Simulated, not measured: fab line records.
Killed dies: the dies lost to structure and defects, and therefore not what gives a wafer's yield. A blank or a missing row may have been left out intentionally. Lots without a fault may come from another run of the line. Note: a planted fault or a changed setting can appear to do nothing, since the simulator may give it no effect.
Problem report, 8D (eight disciplines) form, completed by code -- flow sky130 -- the parts of the form that need people (team, actions taken, sign-off) are left out

## 1. THE PROBLEM
Across 2 wafers from 2 lots, VIA2_HDPCVD_THK at SKY_VIA2_THK_MEAS_01 averages 1086 nm, while fault-free wafers read 1177 nm with a standard deviation of 15. Relative to the usual mean, that is a shift of -6.1 standard deviations.
The first sign was on wafer L780.4 at day 38 03:26, on film metro-02. The record has a number at this step for 36 wafers belonging to 12 lots. By rule, "out" or "out of limits" means more than 4 standard deviations away from the usual mean. The other wafers with a number count as sound.

## 2. WHAT IT IS AND WHAT IT IS NOT
question,is,is not
which readings at this step,VIA2_HDPCVD_THK,-
which lots,"L780, L783","L771, L772, L773, L775, L784, L790, L791, L792, L793, L794"
which wafers of those lots,"L780.4, L783.4","L780.5, L780.6, L783.5, L783.6"
read on which gauges,"film metro-02, film metro-03",film metro-04
when,from day 38 03:26,"up to then (14 sound wafers); but 20 sound wafers of L783, L784, L790, L791, L792, L793, L794 came after"

## 3. WHAT RULES OUT EACH SUSPECT
Counting: a tool at a process step up to the reading stays a suspect if it ran every lot that is out. Sound lots after the first of them don't rule it out here, since some wafers of a struck lot are sound.
- the gauge at SKY_VIA2_THK_MEAS_01 has been ruled out. 2 gauges (film metro-02, film metro-03) read the wafers that are out.
- hdpcvd-01 at SKY_VIA2_HDPCVD_00 (deposits SiO2, target thk 1180 nm, time 196.7 s): kept. Every lot that is out went through it, the first being L780 (day 38 03:21); the last sound lot it ran before that was L775 (day 36 19:01). Out on those wafers are its own readings of run length s.
- Within hdpcvd-01 at SKY_VIA2_HDPCVD_00: the wafers that are out ran in chamber 0; their sound lot-mates ran in chambers 1, 2.
Remaining after the count: hdpcvd-01 at SKY_VIA2_HDPCVD_00.

## 4. THE CAUSE (what the simulator had put in)
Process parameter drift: hdpcvd-01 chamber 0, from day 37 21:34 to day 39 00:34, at SKY_VIA2_HDPCVD_00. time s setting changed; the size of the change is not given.
Counting left only this tool.

## 5. THE EFFECT CHAIN, in route order
Rows list readings where the struck wafers' mean (over those with a number) sits beyond 3 standard deviations from the usual. Only readings whose record carries a usual standard deviation are examined. hours: median over the lots of the time between each lot's start at the first step of this table that gives one and its start at this step. sigmas: the change, counted in usual standard deviations.
hours,step,reading,usual,on struck wafers,change,sigmas
0,SKY_VIA2_HDPCVD_00,run length s,224.4 s,208.8,-15.6,-25
0,SKY_VIA2_THK_MEAS_01,VIA2_HDPCVD_THK,1177 nm,1086,-92,-6.1
The process steps in it:
- SKY_VIA2_HDPCVD_00: deposits SiO2, target thk 1180 nm, time 196.7 s.
Later measuring or inspecting steps at which every struck wafer that the step has a row for has a number for every such reading, and none has moved that far: SKY_VIA2_CD_MEAS_12.

## 6. HOW IT WOULD HAVE BEEN CAUGHT EARLIER
In this record the first reading out of limits at a measuring or inspecting step was taken at day 38 03:26, 6 hours after the fault began at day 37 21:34.
Tool's own readings at SKY_VIA2_HDPCVD_00, run length s: out on all struck wafers the step has rows for; an alarm limit on them would have tripped on the first.
Among the 2 lots that are out, L783 began SKY_VIA2_HDPCVD_00 on hdpcvd-01 after day 38 03:26. It would have been spared by a hold on the tool at that moment.
